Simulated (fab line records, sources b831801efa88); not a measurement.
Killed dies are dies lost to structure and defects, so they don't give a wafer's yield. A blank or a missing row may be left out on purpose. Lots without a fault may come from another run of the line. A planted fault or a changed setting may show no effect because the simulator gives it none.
fab line records | flow sfq_line
record lots=14 wafers=42 last_day=80
route steps=325 shown M8@315
lots that met no fault: from a run of the same line without faults
start_h: hours from the record's first day to the start of the lot's first wafer shown | wait_h: hours since the lot's step before | " the same as in the row above | L1.1+2: a row that stands for several wafers | - no value, or no start given | * or withheld: withheld | < > ~ a bound
route shown NAME@n: a module of which the file shows steps, and the number in the route of the first | usual: mean/standard deviation of fault-free wafers | same: alike in all rows | chamber/n: place in a boat | sites: the reading at each site | _std_site: their standard deviation | _edge_site: outer sites' mean less inner sites' | radius_mm: how far each site lies from the wafer's centre | mask NAME#n: copy n | behind: the tool/chamber that last shaped the wafer | hold: why the lot was held/for how many hours/how that ended | device: the transistor (n, p or np) that didn't switch | end of line: the same wafers' tests at the end of the route | a step without rows: its recipe alone | killed: dies lost to structure and defects at the first sort, not the wafer's yield | map: a wafer's dies, x killed, . not, _ none there
set.NAME: the setting as run; set.NAME@STEP: as run at that earlier step | model.NAME: the simulator's own value behind a step, which no gauge read
steps of the route over a sample of lots; a table a step, a row a wafer
services: from which hour (start_h, from the record's first day; less than 0 if before it) a tool's chamber was out of use, for how many hours, and why
## steps
# step SFQ_TRILAYER_M8_LITHO_EXPOSE_194
# recipe mask_id=M8 na=0.6 source_shape=conventional sigma_outer=0.65 target_cd_nm=2000 dose_mj=14.4
# usual exposure_dose_mJ_cm2=14.400/0.013 focus_offset_nm=0.0/0.47
# columns lot.wafer tool chamber start_h wait_h mask exposure_dose_mJ_cm2 focus_offset_nm
L935.1 krf_scanner-01 0 1823.67 - M8#0 14.419 0.7
L935.5 " 0 " " M8#0 14.398 0.0
L935.6 " 0 " " M8#0 14.412 -0.5
L936.2 krf_scanner-01 0 1827.47 - M8#0 14.415 -0.5
L936.3 " 0 " " M8#0 14.399 -0.2
L936.4 " 0 " " M8#0 14.420 -0.2
L937.1 krf_scanner-02 0 1830.99 - M8#0 14.387 0.4
L937.2 " 0 " " M8#0 14.390 0.4
L937.5 " 0 " " M8#0 14.400 1.3
L938.4 krf_scanner-01 0 1842.52 - M8#0 14.409 -0.6
L938.5 " 0 " " M8#0 14.407 0.4
L938.6 " 0 " " M8#0 14.390 0.6
L939.3 krf_scanner-02 0 1847.99 - M8#0 14.365 -1.4
L939.4 " 0 " " M8#0 14.379 -0.2
L939.6 " 0 " " M8#0 14.397 -0.5
L940.1 krf_scanner-02 - 1852.39 - M8#0 - -
L940.2 " - " " M8#0 - -
L940.4 " - " " M8#0 - -
L941.1 krf_scanner-02 - 1858.39 - M8#0 - -
L941.3 " - " " M8#0 - -
L941.5 " - " " M8#0 - -
L942.3 krf_scanner-02 0 1861.19 - M8#0 14.421 0.3
L942.4 " 0 " " M8#0 14.409 -0.3
L942.5 " 0 " " M8#0 14.430 -0.1
L946.1 krf_scanner-02 0 1881.19 - M8#0 14.406 0.2
L946.3 " 0 " " M8#0 14.412 0.1
L946.4 " 0 " " M8#0 14.391 0.3
L950.1 krf_scanner-02 0 1889.59 - M8#0 14.405 -0.6
L950.2 " 0 " " M8#0 14.406 0.2
L950.5 " 0 " " M8#0 14.407 -0.6
L954.2 krf_scanner-02 0 1907.79 - M8#0 14.389 -0.5
L954.4 " 0 " " M8#0 14.393 0.4
L954.5 " 0 " " M8#0 14.412 -0.1
L955.1 krf_scanner-02 0 1908.79 - M8#0 14.411 -0.3
L955.2 " 0 " " M8#0 14.387 0.5
L955.6 " 0 " " M8#0 14.383 0.2
L956.2 krf_scanner-02 0 1910.19 - M8#0 14.409 -0.4
L956.4 " 0 " " M8#0 14.400 -0.2
L956.6 " 0 " " M8#0 14.411 -0.5
L957.1 krf_scanner-02 0 1914.79 - M8#0 14.402 -0.5
L957.3 " 0 " " M8#0 14.399 0.2
L957.5 " 0 " " M8#0 14.416 0.5
## services
# columns tool chamber start_h hours kind
krf_scanner-02 - 1805.54 0.8 pm
krf_scanner-02 - 1818.16 0.5 repair
krf_scanner-02 - 1821.39 1.3 pm
krf_scanner-01 - 1828.47 1.3 pm
krf_scanner-01 - 1833.48 4.4 pm
krf_scanner-01 - 1837.88 2.5 repair
krf_scanner-02 - 1840.59 4.0 pm
krf_scanner-01 - 1845.07 0.6 repair
krf_scanner-01 - 1845.67 0.8 pm
krf_scanner-01 - 1869.38 4.7 repair
krf_scanner-01 - 1870.60 1.2 repair
krf_scanner-01 - 1908.45 4.0 pm
krf_scanner-01 - 1914.15 0.2 repair
## key
first_sign step=SFQ_TRILAYER_M8_LITHO_EXPOSE_194 reading=tool_record direction=missing
effect none on later readings
met_at SFQ_TRILAYER_M8_LITHO_EXPOSE_194
struck_lots L940,L941
onset_between 1847.99 1852.39
fault kind=skipped_step_whole tool=krf_scanner-02 chamber=- onset_h=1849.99 steps=SFQ_TRILAYER_M8_LITHO_EXPOSE_194 scope=struck_lots_only
